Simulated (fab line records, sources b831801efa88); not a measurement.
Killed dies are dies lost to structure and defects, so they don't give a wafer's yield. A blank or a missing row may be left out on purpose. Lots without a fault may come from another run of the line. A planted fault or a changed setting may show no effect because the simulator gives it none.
Which tool did it? | flow gf180mcu | 14 lots, 42 wafers sampled, at 5 steps of a route of 602

WHAT THE GAUGES READ, wafer by wafer
GF_STI_THK_MEAS_22. Usual: STI_OXIDATION_01_THK 15.16 nm, standard deviation 0.3.
lot  | measured    | on            | STI_OXIDATION_01_THK (nm) | flag
L986 | day 2 11:15 | film_metro-03 | 15.32 15.53 15.63         |
L987 | day 2 15:23 | film_metro-03 | 15.17 15.21 15.22         |
L988 | day 2 20:02 | film_metro-03 | 15.38 15.08 15.30         |
L989 | day 3 01:27 | film_metro-02 | 15.00 15.02 14.88         |
L990 | day 3 05:50 | film_metro-01 | 15.02 14.86 15.31         |
L991 | day 3 13:21 | film_metro-03 | 15.23 15.32 15.47         |
L992 | day 3 17:37 | film_metro-03 | 15.39 15.64 15.58         |
L993 | day 3 21:26 | film_metro-01 | 14.62 14.71 14.57         |
L994 | day 4 04:06 | film_metro-01 | 15.09 14.93 14.78         |
L995 | day 4 09:11 | film_metro-01 | 15.72 15.27 15.51         |
L999 | day 5 06:02 | film_metro-02 | 14.95 15.25 14.92         |
L101 | day 5 14:34 | film_metro-03 | 15.70 15.60 15.72         |
L102 | day 5 21:26 | film_metro-02 | 14.83 15.18 15.03         |
L108 | day 7 03:34 | film_metro-01 | 15.04 15.10 15.26         |

GF_VT_IMPLANT_OVL_MEAS_07. Usual: VT_IMPLANT_OVL 0.4 nm, standard deviation 1.5.
lot  | measured     | on         | VT_IMPLANT_OVL (nm) | flag
L986 | day 6 11:29  | overlay-02 | -0.2 -0.6 0.9       |
L987 | day 6 16:19  | overlay-02 | 0.1 -0.8 -1.9       |
L988 | day 6 22:50  | overlay-01 | 1.5 -1.5 2.4        |
L989 | day 7 05:26  | overlay-01 | 2.2 0.0 2.6         |
L990 | day 7 09:56  | overlay-02 | 1.8 3.2 2.2         |
L991 | day 7 18:37  | overlay-01 | -0.1 0.4 1.5        |
L992 | day 8 00:34  | overlay-01 | 0.3 -1.2 0.7        |
L993 | day 8 06:26  | overlay-02 | -2.2 -0.9 -1.2      |
L994 | day 8 14:37  | overlay-01 | -0.4 -0.9 -0.7      |
L995 | day 8 20:50  | overlay-02 | -1.5 1.2 -1.2       |
L999 | day 9 22:13  | overlay-02 | -2.8 -2.5 -1.7      |
L101 | day 10 08:02 | overlay-01 | 1.8 0.5 2.1         |
L102 | day 10 20:19 | overlay-01 | 0.2 -0.1 0.4        |
L108 | day 12 05:52 | overlay-01 | 2.1 1.1 2.7         |

GF_VT_IMPLANT_TW_MEAS_43. Usual: VT_IMPLANT_4_TW 688, standard deviation 4.8.
lot  | measured     | on            | VT_IMPLANT_4_TW | flag
L986 | day 8 17:26  | film_metro-03 | 694 690 693     |
L987 | day 8 22:42  | film_metro-01 | 687 684 682     |
L988 | day 9 06:52  | film_metro-04 | 688 684 686     |
L989 | day 9 13:36  | film_metro-01 | 686 689 688     |
L990 | day 9 19:03  | film_metro-04 | 687 687 685     |
L991 | day 10 03:28 | film_metro-04 | 688 686 688     |
L992 | day 10 10:25 | film_metro-01 | 686 687 688     |
L993 | day 10 18:04 | film_metro-03 | 694 693 693     |
L994 | day 11 01:23 | film_metro-03 | 689 698 694     |
L995 | day 11 09:47 | film_metro-04 | 692 689 692     |
L999 | day 12 14:31 | film_metro-04 | 718 715 715     | OFF
L101 | day 12 22:48 | film_metro-03 | 695 695 694     |
L102 | day 13 11:44 | film_metro-03 | 721 723 723     | OFF
L108 | day 14 21:55 | film_metro-03 | 694 691 695     |

GF_NSD_OVL_MEAS_08. Usual: NSD_OVL -1.8 nm, standard deviation 1.2.
lot  | measured     | on         | NSD_OVL (nm)   | flag
L986 | day 15 10:52 | overlay-02 | -1.8 -2.9 -3.5 |
L987 | day 15 17:23 | overlay-02 | -0.9 -2.4 -2.4 |
L988 | day 16 01:47 | overlay-01 | -1.2 -1.6 -0.6 |
L989 | day 16 05:53 | overlay-02 | -2.2 0.2 1.0   |
L990 | day 16 18:10 | overlay-02 | -1.9 -1.2 -3.5 |
L991 | day 17 00:13 | overlay-02 | -1.7 -1.6 -2.3 |
L992 | day 17 05:50 | overlay-02 | -0.6 -0.4 -0.9 |
L993 | day 17 19:25 | overlay-02 | -3.1 -3.2 -4.7 |
L994 | day 18 02:05 | overlay-01 | -0.2 -1.1 0.0  |
L995 | day 18 13:08 | overlay-01 | -0.7 1.0 -0.6  |
L999 | day 19 21:40 | overlay-02 | -1.2 -2.7 -3.0 |
L101 | day 20 08:47 | overlay-02 | -1.4 -2.0 -1.4 |
L102 | day 20 21:29 | overlay-02 | -2.2 -5.4 -3.6 |
L108 | day 22 13:30 | overlay-01 | -0.2 -0.3 -0.1 |

WHICH TOOL RAN EACH LOT (tool, then ch and the chambers of the sampled wafers, then the start)
lot  | GF_VT_IMPLANT_IMPLANT_41
L986 | implanter-04 ch 0, day 8 17:13
L987 | implanter-04 ch 0, day 8 22:27
L988 | implanter-04 ch 0, day 9 06:37
L989 | implanter-03 ch 0, day 9 13:21
L990 | implanter-03 ch 0, day 9 18:48
L991 | implanter-03 ch 0, day 10 03:13
L992 | implanter-01 ch 0, day 10 10:10
L993 | implanter-03 ch 0, day 10 17:49
L994 | implanter-04 ch 0, day 11 01:08
L995 | implanter-03 ch 0, day 11 09:33
L999 | implanter-03 ch 0, day 12 14:16
L101 | implanter-04 ch 0, day 12 22:35
L102 | implanter-03 ch 0, day 13 11:29
L108 | implanter-04 ch 0, day 14 21:40
- GF_VT_IMPLANT_IMPLANT_41

WHAT THE TOOLS THEMSELVES READ (means of the sampled wafers that have a number; where no wafer has one, the mark that the record gives instead)
GF_VT_IMPLANT_IMPLANT_41. Usual: beam_on_s 9.99 s, standard deviation 0.2; faraday_current_uA 5.72, standard deviation 0.12.
lot  | tool         | beam_on_s (s) | faraday_current_uA | flag
L986 | implanter-04 | 10.20         | 5.59               |
L987 | implanter-04 | 9.85          | 5.80               |
L988 | implanter-04 | 9.88          | 5.79               |
L989 | implanter-03 | 10.12         | 5.65               |
L990 | implanter-03 | 10.08         | 5.66               |
L991 | implanter-03 | 9.91          | 5.78               |
L992 | implanter-01 | 9.97          | 5.72               |
L993 | implanter-03 | 9.88          | 5.78               |
L994 | implanter-04 | 10.02         | 5.70               |
L995 | implanter-03 | 9.82          | 5.77               |
L999 | implanter-03 | 11.22         | 5.09               | OFF
L101 | implanter-04 | 10.01         | 5.69               |
L102 | implanter-03 | 11.48         | 4.97               | OFF
L108 | implanter-04 | 9.90          | 5.78               |

THE ANSWER, worked out from the rows above alone
Rule: a lot is off if the mean of its wafers that have a number lies more than 3 standard deviations from the usual mean. A lot without any number at a reading at which 4 lots or more have one is off too. The other lots that the step has rows for count as sound. The gauges are gone through in route order, then the tools' own readings, and for those a lot's mean is taken as printed above. The first step at which some lot is off is used, and at that step the reading that is off furthest; a lot without a number counts as furthest.
Off: L999, L102, at GF_VT_IMPLANT_TW_MEAS_43 (VT_IMPLANT_4_TW).
A tool fits if, at a process step before that reading, it ran every lot that is off, and no sound lot after the first of them. The gauges at GF_VT_IMPLANT_TW_MEAS_43 aren't tried: what is off there is off at GF_VT_IMPLANT_IMPLANT_41 too, on other tools, and a gauge's error can't cause that. One fits: implanter-03 at GF_VT_IMPLANT_IMPLANT_41. Its last sound lot is L995 (day 11 09:33), its first lot that is off L999 (day 12 14:16): a fault that began between those two fits.
The tool's own readings at GF_VT_IMPLANT_IMPLANT_41 bear it out: on the lots that are off they differ by more than 5 times the standard deviation of the sound lots' means. beam_on_s reads 11.35 s there against 9.97 s on the sound lots; faraday_current_uA reads 5.03 there against 5.73 on the sound lots.

WHAT THE SIMULATOR HAD PUT IN
Process parameter drift: implanter-03, from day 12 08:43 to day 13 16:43, at GF_VT_IMPLANT_IMPLANT_41. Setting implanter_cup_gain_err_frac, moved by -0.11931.
Lots struck among those shown: L999, L102. The rule above found the same.
